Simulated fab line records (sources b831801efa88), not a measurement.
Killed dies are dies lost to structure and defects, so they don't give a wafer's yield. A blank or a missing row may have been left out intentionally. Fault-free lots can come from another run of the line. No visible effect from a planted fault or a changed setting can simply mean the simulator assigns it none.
A lot that was struck, set against a sound lot :: flow sky130 :: 15 steps out of a route of 708
Sound: these wafers, L673.4, L673.5, L673.6. Struck: wafers L682.1, L682.6 (left out: L682.2, a lot-mate that was not struck); the cause follows at the end.
For every step that has rows: the tool of each side, followed by ch and its chambers, followed by its first start. Under that, the readings that differ: sound wafers :: struck wafers :: difference of the means :: sigmas: that difference in standard deviations of wafers without a fault.
alike: words and numbers the same on both sides, and readings whose means are apart by under 2 such deviations; not compared: readings that were withheld, readings missing a value for some wafer, numbers with overlapping values and no deviation given by the record, and bounds like >300 which may hide the same value.
Wherever a step has rows on one side only, a row that says differs or no value, or a row with sigmas, the two part there. Numbers that have no deviation but don't overlap get no sigmas and don't part them. A reading that every wafer of one side lacks parts them only if that side has two wafers or more.

first, 3 steps without rows for these wafers: SKY_METAL1_EXPOSE_12 (exposes mask MM1, target cd 140 nm); SKY_METAL1_PEB_13; SKY_METAL1_DEVELOP_14 (develop time 60 s).
SKY_METAL1_CD_MEAS_15: the cd target is 140 nm.
  sound on cd-sem-01, day 32 16:34; struck on cd-sem-01, day 36 06:58
  alike: cd-nm
SKY_METAL1_OVL_MEAS_16:
  sound on overlay-02, day 32 16:39; struck on overlay-01, day 36 07:05
  alike: METAL1_OVL
SKY_METAL1_DESCUM_17: chemistry O2, time 8 s.
  sound on rie-metal-03 ch 0,1, day 32 16:41; struck on rie-metal-03 ch 0,1, day 36 07:07
  alike: drypump-motor-current-A, he-backside-leak-sccm, oes-product-au
  not compared: rf-hours-counter-h
SKY_METAL1_ETCH_18: etches BARC in N2/H2, stops on SiO2, time 45.9 s, target depth 60 nm.
  sound on rie-metal-03 ch 0,1, day 32 16:43; struck on rie-metal-03 ch 0,1, day 36 07:09
  alike: drypump-motor-current-A, he-backside-leak-sccm, oes-product-au, throttle-valve-pct
  not compared: rf-hours-counter-h
SKY_METAL1_METAL_ETCH_19: etches the open film in Cl2/BCl3, stops on SiO2, target depth 360 nm, time 78 s.
  sound on rie-metal-03 ch 0,1, day 32 16:47; struck on rie-metal-03 ch 0,1, day 36 07:13
  alike: drypump-motor-current-A, he-backside-leak-sccm, oes-product-au, throttle-valve-pct
  not compared: rf-hours-counter-h
SKY_METAL1_STRIP_20: strips in O2/N2.
  sound on plasma-asher-02 ch 0,1, day 32 16:53; struck on plasma-asher-02 ch 0,1, day 36 07:18
  alike: drypump-motor-current-A, oes-product-au, strip-time-to-endpoint-s
  not compared: rf-hours-counter-h
then, 3 steps without rows for these wafers: SKY_METAL1_STRIP_21 (strips in post etch residue remover, time 1200 s); SKY_METAL1_CLEAN_22 (cleans in IPA, time 180 s); SKY_METAL1_CLEAN_23 (cleans in O3/DIW).
SKY_VIA1_HDPCVD_00: deposits SiO2, target thk 1030 nm, time 171.7 s.
  sound on hdpcvd-01 ch 0,1,2, day 32 17:30; struck on hdpcvd-01 ch 2, day 36 07:56
reading: sih4-flow-sccm (sccm)
sound: 60.11 60.06 59.81
struck: 51.12 50.85
difference: -9.01
sigmas: -56

reading: model.SiO2_of_VIA1_HDPCVD_00.thk-nm (nm)
sound: 1045 1031 1023
struck: 884.8 888
difference: -146.6
sigmas: 
SKY_VIA1_THK_MEAS_01:
  sound on film-metro-03, day 32 17:35; struck on film-metro-01, day 36 08:02
reading: VIA1_HDPCVD_THK (nm)
sound: 1046 1032 1023
struck: 885 887
difference: -148
sigmas: -15
SKY_VIA1_CMP_02: polishes SiO2.
  sound on cmp-02 ch 2,3, day 32 17:37; struck on cmp-01 ch 0,1, day 36 08:06
  alike: head-pressure-psi, motor-current-A

WHERE THEY PART
At SKY_VIA1_HDPCVD_00 first; at SKY_VIA1_THK_MEAS_01 last (within this record only). Later steps at which nothing parts them and some readings are alike: SKY_VIA1_CMP_02.

WHY: whatever the simulator had introduced
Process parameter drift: hdpcvd-01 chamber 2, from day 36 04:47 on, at SKY_VIA1_HDPCVD_00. Setting sih4-flow-sccm shifted by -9 from 60. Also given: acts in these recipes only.
